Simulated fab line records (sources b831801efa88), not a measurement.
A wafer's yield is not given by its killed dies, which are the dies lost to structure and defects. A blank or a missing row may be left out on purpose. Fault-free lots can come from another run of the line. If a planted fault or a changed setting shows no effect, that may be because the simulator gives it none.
Which tool is to blame? | flow sky130 | 12 lots, 36 wafers sampled, at 6 steps of a route of 708

## WHAT EACH GAUGE READ, for each wafer
SKY_VT_ADJUST_NCORE_OVL_MEAS_08.
lot  | measured     | on         | VT_ADJUST_NCORE_OVL (nm)
L206 | day 8 17:05  | overlay-01 | -3.0 -1.2 -1.1
L207 | day 9 04:00  | overlay-01 | -3.5 -1.6 -3.1
L208 | day 9 12:38  | overlay-01 | -3.6 -1.5 -2.4
L209 | day 9 15:22  | overlay-02 | 0.6 0.2 -1.0
L211 | day 10 08:12 | overlay-01 | -2.2 -1.1 -3.3
L212 | day 10 14:44 | overlay-02 | 2.3 0.5 2.8
L213 | day 10 19:40 | overlay-01 | -0.6 -2.6 -1.8
L219 | day 12 10:58 | overlay-02 | -0.8 -0.5 -2.2
L221 | day 12 23:12 | overlay-01 | -2.3 -0.7 -2.5
L224 | day 13 23:29 | overlay-01 | -3.7 -2.5 -4.1
L226 | day 14 11:08 | overlay-01 | -3.6 -1.6 -2.6
L228 | day 15 00:26 | overlay-02 | 0.4 0.1 1.3

SKY_VT_ADJUST_NCORE_TW_MEAS_11.
lot  | measured     | on           | VT_ADJUST_NCORE_TW
L206 | day 8 17:22  | filmMetro-03 | 216.5 217.4 215.8
L207 | day 9 04:17  | filmMetro-03 | 216.8 216.9 216.7
L208 | day 9 12:56  | filmMetro-02 | 219.6 219.3 220.2
L209 | day 9 15:40  | filmMetro-02 | 221.0 221.8 221.5
L211 | day 10 08:29 | filmMetro-03 | 216.6 216.2 217.1
L212 | day 10 15:01 | filmMetro-04 | 218.8 218.7 219.7
L213 | day 10 19:58 | filmMetro-03 | 217.8 218.2 217.7
L219 | day 12 11:16 | filmMetro-02 | 218.9 218.9 219.0
L221 | day 12 23:29 | filmMetro-02 | 218.6 219.4 219.5
L224 | day 13 23:47 | filmMetro-03 | 218.3 218.4 219.2
L226 | day 14 11:25 | filmMetro-03 | 217.0 216.9 217.6
L228 | day 15 00:43 | filmMetro-04 | 219.0 218.6 219.1

SKY_LDD_HVN_OVL_MEAS_07.
lot  | measured     | on         | LDD_HVN_OVL (nm)
L206 | day 20 20:13 | overlay-02 | -1.1 -1.5 -2.0
L207 | day 21 06:14 | overlay-02 | 1.2 -1.7 -0.9
L208 | day 21 19:52 | overlay-02 | -0.6 -0.3 1.3
L209 | day 21 17:37 | overlay-01 | -4.2 -2.9 -0.6
L211 | day 22 10:37 | overlay-01 | -1.3 -1.9 1.4
L212 | day 22 19:04 | overlay-01 | -3.0 -1.0 -1.0
L213 | day 23 02:40 | overlay-02 | 0.9 -0.7 -0.2
L219 | day 25 01:43 | overlay-02 | 2.0 0.3 1.1
L221 | day 25 19:05 | overlay-02 | -3.5 -1.2 -3.9
L224 | day 26 23:31 | overlay-01 | -4.0 -3.3 -2.9
L226 | day 27 12:04 | overlay-01 | -1.2 -1.3 -2.7
L228 | day 28 05:01 | overlay-01 | -1.9 -1.1 -0.9

SKY_SD_N_RS_MEAS_16: the measuring method here is four-point-probe.
lot  | measured     | on           | SD_N_RS (ohm/sq)
L206 | day 28 12:22 | filmMetro-01 | 68.74 68.63 68.63
L207 | day 28 21:26 | filmMetro-04 | 68.64 68.59 68.43
L208 | day 29 10:32 | filmMetro-02 | 68.59 68.53 68.63
L209 | day 29 06:42 | filmMetro-02 | 68.53 68.51 68.45
L211 | day 30 00:29 | filmMetro-04 | 68.45 68.34 68.47
L212 | day 30 06:55 | filmMetro-01 | 68.63 68.65 68.43
L213 | day 30 14:06 | filmMetro-01 | 68.86 68.71 68.73
L219 | day 32 08:47 | filmMetro-01 | 67.33 67.52 67.23
L221 | day 33 00:11 | filmMetro-01 | 67.33 67.22 67.46
L224 | day 34 02:08 | filmMetro-01 | 68.60 68.53 68.71
L226 | day 34 13:41 | filmMetro-02 | 68.60 68.62 68.65
L228 | day 35 05:13 | filmMetro-02 | 68.52 68.81 68.70

SKY_SD_N_RS_MEAS_17: the measuring method here is four-point-probe.
lot  | measured     | on           | SD_P_RS (ohm/sq)
L206 | day 28 12:29 | filmMetro-01 | 147.4 146.7 147.2
L207 | day 28 21:33 | filmMetro-04 | 147.4 147.1 147.4
L208 | day 29 10:39 | filmMetro-02 | 148.0 147.6 147.3
L209 | day 29 06:49 | filmMetro-02 | 147.1 147.2 147.2
L211 | day 30 00:37 | filmMetro-04 | 146.4 146.5 146.4
L212 | day 30 07:02 | filmMetro-01 | 146.8 147.0 146.6
L213 | day 30 14:13 | filmMetro-01 | 147.8 147.1 147.0
L219 | day 32 08:54 | filmMetro-01 | 140.8 141.0 140.7
L221 | day 33 00:18 | filmMetro-01 | 140.4 141.2 140.7
L224 | day 34 02:15 | filmMetro-01 | 147.0 147.2 147.2
L226 | day 34 13:49 | filmMetro-02 | 146.9 147.4 146.9
L228 | day 35 05:20 | filmMetro-02 | 147.2 147.3 147.4

## TOOL THAT RAN EACH LOT (tool first, then ch and the chambers of the sampled wafers, then the start)
lot  | SKY_SD_N_RTA_14
L206 | rtpAnneal-01 ch 0, day 28 12:11
L207 | rtpAnneal-02 ch 0, day 28 21:15
L208 | rtpAnneal-02 ch 0, day 29 10:21
L209 | rtpAnneal-01 ch 0, day 29 06:31
L211 | rtpAnneal-02 ch 0, day 30 00:18
L212 | rtpAnneal-01 ch 0, day 30 06:44
L213 | rtpAnneal-01 ch 0, day 30 13:55
L219 | rtpAnneal-01 ch 0, day 32 08:36
L221 | rtpAnneal-01 ch 0, day 33 00:00
L224 | rtpAnneal-02 ch 0, day 34 01:58
L226 | rtpAnneal-02 ch 0, day 34 13:31
L228 | rtpAnneal-02 ch 0, day 35 05:02
- SKY_SD_N_RTA_14: time 2 s.

## WHAT THE TOOLS THEMSELVES READ (means of the sampled wafers that have a number; where no wafer has one, the mark that the record gives instead)
SKY_SD_N_RTA_14.
lot  | tool         | lampPowerPct (%) | rampDownCPerS | wafer_temp_C_max
L206 | rtpAnneal-01 | 15.73            | 90.017        | 1078.4
L207 | rtpAnneal-02 | 15.67            | 89.993        | 1079.0
L208 | rtpAnneal-02 | 15.72            | 89.995        | 1078.0
L209 | rtpAnneal-01 | 15.72            | 89.999        | 1076.7
L211 | rtpAnneal-02 | 15.73            | 90.001        | 1078.1
L212 | rtpAnneal-01 | 15.75            | 90.005        | 1077.5
L213 | rtpAnneal-01 | 15.73            | 89.997        | 1078.6
L219 | rtpAnneal-01 | 15.76            | 90.011        | 1085.5
L221 | rtpAnneal-01 | 15.78            | 89.992        | 1085.7
L224 | rtpAnneal-02 | 15.74            | 89.990        | 1078.9
L226 | rtpAnneal-02 | 15.74            | 89.996        | 1078.2
L228 | rtpAnneal-02 | 15.73            | 90.013        | 1077.4

## THE ANSWER, worked out from the rows above alone
Rule: the lots themselves supply what counts as usual. The widest of any qualifying gaps counts: lots, ordered by their means at a reading, are off when they make up no more than a third of the lots, leave a main group of 4 or more, and stand apart from it by 3 or more times the standard deviation of that group's means. A main group is skipped when, at the precision printed for the reading in the tables above, its means are all equal. Also off: a lot with no number at a reading for which 4 or more lots have one. Where the step has rows for the other lots, those lots are counted as sound. First the gauges in route order, then the tools' own readings, where a lot's mean is used as printed above. The first step at which some lot is off is used, and at that step the reading that is off furthest; a lot without a number counts as furthest.
Off: L219, L221, at SKY_SD_N_RS_MEAS_16 (SD_N_RS). The main group: mean 68.60 ohm/sq, standard deviation 0.092.
A tool fits if, at a process step before that reading, it ran every lot that is off, and no sound lot after the first of them. The gauges at SKY_SD_N_RS_MEAS_16 aren't tried: what is off there is off at SKY_SD_N_RTA_14 too, on other tools, and a gauge's error can't cause that. One fits: SKY_SD_N_RTA_14 on rtpAnneal-01. Its last sound lot is L213 (day 30 13:55), its first lot that is off L219 (day 32 08:36): a fault that began between those two fits.
The tool's own readings at SKY_SD_N_RTA_14 bear it out: on the lots that are off they differ by more than 5 times the standard deviation of the sound lots' means. wafer_temp_C_max reads 1085.6 there against 1078.1 on the sound lots.

## WHAT HAD BEEN PUT IN BY THE SIMULATOR
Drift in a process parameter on rtpAnneal-01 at SKY_SD_N_RTA_14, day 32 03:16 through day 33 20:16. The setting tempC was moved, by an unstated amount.
Struck lots among those shown: L219, L221. The rule given above showed the same thing.
